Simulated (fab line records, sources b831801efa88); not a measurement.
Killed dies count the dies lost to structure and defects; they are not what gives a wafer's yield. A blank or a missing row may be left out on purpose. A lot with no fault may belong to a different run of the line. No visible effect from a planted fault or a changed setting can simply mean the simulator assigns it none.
Shared-tool check ; flow gf180mcu ; Lots sampled 12, wafers sampled 42

== THE REASON FOR OPENING IT ==
Of 12 lots, 2 have the reading MVPSD_RS flagged at GF_VT_IMPLANT_RS_MEAS_49. Wafers without a fault read 1169.2 ohm/sq, standard deviation 2.5.
Rule: a lot is flagged in two cases, either no wafer of it has a number, or all its wafers with numbers fall more than 4 standard deviations from that mean. As for the other lots, they are considered sound.

lot;measured;on;MVPSD_RS (ohm/sq), wafer by wafer;flag
L257;day 7 16:44;film_metro-02;1167.8 1173.0 1168.2;
L258;day 7 23:19;film_metro-03;1170.4 1168.7 1167.2;
L259;day 8 08:11;film_metro-03;1166.6 1167.0 1167.9;
L260;day 8 12:00;film_metro-01;1169.7 1171.5 1166.6;
L262;day 9 04:16;film_metro-03;1169.2 1168.3 1169.6;
L263;day 9 13:02;film_metro-02;1169.7 1165.6 1171.9;
L265;day 10 01:20;film_metro-02;1168.5 1168.8 1167.2;
L268;day 10 18:42;film_metro-02;1179.3 1181.0 1181.1 1179.3 1181.4 1179.5;FLAGGED
L269;day 10 23:43;film_metro-03;1181.3 1183.5 1185.4 1180.8 1180.3 1183.2;FLAGGED
L277;day 13 05:56;film_metro-01;1171.0 1170.6 1167.9;
L278;day 13 10:47;film_metro-01;1172.1 1170.9 1171.4;
L280;day 14 04:00;film_metro-02;1165.1 1164.4 1164.0;
Average over the flagged lots: 1181.3 ohm/sq; offset from the usual +12.1 ohm/sq, equal to +5 standard deviations.

== WHICH TOOL EACH LOT WENT THROUGH ==
The record keeps 1 process step preceding the reading, out of 602 steps on the route. Every cell lists first the tool, next ch and the chambers used by the sampled wafers, and last the start.
lot;flag;GF_MVPSD_IMPLANT_08
L257;;implanter-04 ch 0, day 5 01:08
L258;;implanter-04 ch 0, day 5 08:01
L259;;implanter-03 ch 0, day 5 16:07
L260;;implanter-03 ch 0, day 5 19:37
L262;;implanter-03 ch 0, day 6 09:16
L263;;implanter-01 ch 0, day 6 16:34
L265;;implanter-03 ch 0, day 7 04:25
L268;FLAGGED;implanter-03 ch 0, day 7 20:55
L269;FLAGGED;implanter-03 ch 0, day 8 02:34
L277;;implanter-01 ch 0, day 10 01:46
L278;;implanter-04 ch 0, day 10 05:52
L280;;implanter-04 ch 0, day 10 20:02
What these steps do:
- GF_MVPSD_IMPLANT_08
- GF_VT_IMPLANT_RS_MEAS_49: measures by four-point-probe.

== FLAGGED OVER TOTAL, TOOL BY TOOL (the gauges that took the reading come last) ==
step;tool;lots run;flagged;share of the flagged lots;sound lots run after its first flagged lot
GF_MVPSD_IMPLANT_08;implanter-01;2;0;none;-
GF_MVPSD_IMPLANT_08;implanter-03;6;2;all;0
GF_MVPSD_IMPLANT_08;implanter-04;4;0;none;-
GF_VT_IMPLANT_RS_MEAS_49;film_metro-01;3;0;none;-
GF_VT_IMPLANT_RS_MEAS_49;film_metro-02;5;1;some;1 (L280)
GF_VT_IMPLANT_RS_MEAS_49;film_metro-03;4;1;some;0

== WHAT IS ALLOWED BY THE TABLE ==
All flagged lots share 1 row of the table, namely implanter-03 at GF_MVPSD_IMPLANT_08.
- implanter-03 at GF_MVPSD_IMPLANT_08: 2 of its 6 lots flagged. A fault beginning between L265 (day 7 04:25), its last sound lot, and L268 (day 7 20:55), its first flagged one, fits the data. Its own readings (dose_ions_cm2) fall more than 4 standard deviations out on all wafers of the flagged lots.
Left over: one tool, implanter-03 at GF_MVPSD_IMPLANT_08.

== WHAT WAS PUT IN BY THE SIMULATOR ==
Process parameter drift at GF_MVPSD_IMPLANT_08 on implanter-03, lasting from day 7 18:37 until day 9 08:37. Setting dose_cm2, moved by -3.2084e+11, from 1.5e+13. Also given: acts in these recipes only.
Struck lots among those shown: L268, L269. The rule given above showed the same thing.
